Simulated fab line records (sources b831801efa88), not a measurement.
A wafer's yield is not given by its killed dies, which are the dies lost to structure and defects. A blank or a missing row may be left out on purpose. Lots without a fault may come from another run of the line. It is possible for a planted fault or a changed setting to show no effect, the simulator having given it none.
Struck lot and sound lot, side by side + flow sky130 + 14 out of 708 route steps
Sound: wafers L647.2, L647.4, L647.5. Wafers L642.2, L642.3, L642.6 were the ones struck. The cause is given at the end.
At each step with rows: each side's tool, then ch and its chambers, then its first start. Under that, the readings that differ: sound wafers + struck wafers + difference of the means + sigmas: that difference in standard deviations of wafers without a fault.
alike: words and numbers the same on both sides, and readings whose means are apart by under 2 such deviations; not compared: readings that were withheld, readings missing a value for some wafer, numbers with overlapping values and no deviation given by the record, and bounds like >300 which may hide the same value.
Wherever a step has rows on one side only, a row that says differs or no value, or a row with sigmas, the two part there. Numbers that have no deviation but don't overlap get no sigmas and don't part them. A reading that every wafer of one side lacks parts them only if that side has two wafers or more.

SKY_VIA2_CD_MEAS_12: the cd target is 200 nm.
  sound: cd-sem-02 at day 41 08:09; struck: cd-sem-02 at day 39 14:40
  alike: cd-nm
SKY_VIA2_OVL_MEAS_13:
  sound: overlay-01 at day 41 08:16; struck: overlay-01 at day 39 14:46
| reading       | sound    | struck   | difference | sigmas |
|---------------|----------|----------|------------|--------|
| VIA2_OVL (nm) | 14 10 12 | -1 -6 -6 | -16        | -2     |
SKY_VIA2_ETCH_14: etches BARC in N2/H2, stops on SiO2, time 45.9 s, target depth 60 nm.
  sound on rie-diel-02 ch 0,1,2, day 41 08:17; struck on rie-diel-02 ch 0,1,3, day 39 14:48
| reading               | sound             | struck            | difference | sigmas |
|-----------------------|-------------------|-------------------|------------|--------|
| oes-product-au (a.u.) | 0.857 0.849 0.847 | 0.865 0.862 0.867 | +0.014     | +3     |
  alike: drypump-motor-current-A, throttle-valve-pct
  not compared: rf-hours-counter-h
SKY_VIA2_ETCH_15: etches SiO2 in C4F8/O2/Ar, stops on TiN, target depth 546 nm, time 84 s.
  sound on rie-diel-02 ch 0,1,2, day 41 08:20; struck on rie-diel-02 ch 0,1,3, day 39 14:51
  alike: oes-product-au
  not compared: rf-hours-counter-h
SKY_VIA2_STRIP_16: strips in O2/N2.
  sound on plasma-asher-04 ch 0,1, day 41 08:23; struck on plasma-asher-01 ch 0,1, day 39 14:55
  alike: drypump-motor-current-A, oes-product-au, strip-time-to-endpoint-s
  not compared: rf-hours-counter-h
then, 3 steps without rows for these wafers: SKY_VIA2_STRIP_17 (strips in post etch residue remover, time 1200 s); SKY_VIA2_CLEAN_18 (cleans in IPA, time 180 s); SKY_VIA2_CLEAN_19 (cleans in O3/DIW).
SKY_VIA2_SPUTTER_20: material TiN, target thk 20 nm, time 80 s.
  sound: pvd-sputter-01 at day 41 08:59; struck: pvd-sputter-01 at day 39 15:33
  alike: cathode-dc-power-W, chamber-pressure-pa, throttle-valve-pct
SKY_VIA2_CVD_21: deposits W, target thk 420 nm, time 126.4 s.
  sound on cvd-w-02 ch 0,1, day 41 09:03; struck on cvd-w-01 ch 0,1, day 39 15:37
  alike: heater-power-w
SKY_VIA2_RS_MEAS_22: uses a four-point probe to measure.
  sound: film-metro-02 at day 41 09:12; struck: film-metro-02 at day 39 15:46
  alike: VIA2_W_RS
SKY_VIA2_THK_MEAS_23: measures by xrf.
  sound: film-metro-02 at day 41 09:19; struck: film-metro-02 at day 39 15:52
  alike: VIA2_W_THK
SKY_VIA2_CMP_24: polishes, stops on SiO2, t overpolish 20 s, target thk 0 nm.
  sound on cmp-01 ch 1,2,3, day 41 09:28; struck on cmp-01 ch 1,3, day 39 15:58
  no value came back on the struck wafers for any of 5 readings (edge-zone-pressure-frac, head-pressure-psi (psi) and others); on the sound wafers edge-zone-pressure-frac reads 1.009 1.007 1.004
| reading                                  | sound             | struck            | difference | sigmas |
|------------------------------------------|-------------------|-------------------|------------|--------|
| model.W_of_VIA2_CVD_21.thk-nm (nm)       | 0 0 0             | 420.3 425.2 428.8 | +424.8     |        |
| model.SiO2_of_VIA2_HDPCVD_00.thk-nm (nm) | 491.1 490.9 492.2 | 496.7 495.5 496.4 | +4.8       |        |
-- the record jumps here: 9 days lie between the struck wafers' starts before and after (it left off in module VIA2 and takes up again in module PAD_OPEN, whose first step shown is number 708 of the route) --
SKY_PAD_OPEN_PROBE_99:
  sound: prober-01 at day 49 22:28; struck: prober-01 at day 48 16:32
| reading                  | sound          | struck         | difference | sigmas      |
|--------------------------|----------------|----------------|------------|-------------|
| defect-limited-yield (%) | 83.7 79.7 80.7 | 0 0 0          | -81        | -37         |
| killed_at_M0_to_M3       | 39 43 57       | 443 444 434    | +394       | +53         |
| killed-dies              | 80 100 95      | 492 492 492    | +400       | +36         |
| killed-on-rim            | 13 17 20       | 96 96 96       | +79        | +22         |
| sort_bin_3_pad_short (%) | 1.0 0.6 1.2    | 85.0 83.5 81.3 | +82.3      | +99 or more |
| sort-n-pass              | 412 392 397    | 0 0 0          | -400       | -36         |
| sort-yield-pct (%)       | 83.7 79.7 80.7 | 0 0 0          | -81        | -37         |
  alike: killed_at_M4_up, killed-at-contacts, killed-at-front-end, killed-at-other, killed-open, killed-short, sort_bin_5_function, sort_bin_6_memory

## WHERE THEY PART
At SKY_VIA2_OVL_MEAS_13 first; at SKY_PAD_OPEN_PROBE_99 last (within this record only).

WHY: what the simulator had put in
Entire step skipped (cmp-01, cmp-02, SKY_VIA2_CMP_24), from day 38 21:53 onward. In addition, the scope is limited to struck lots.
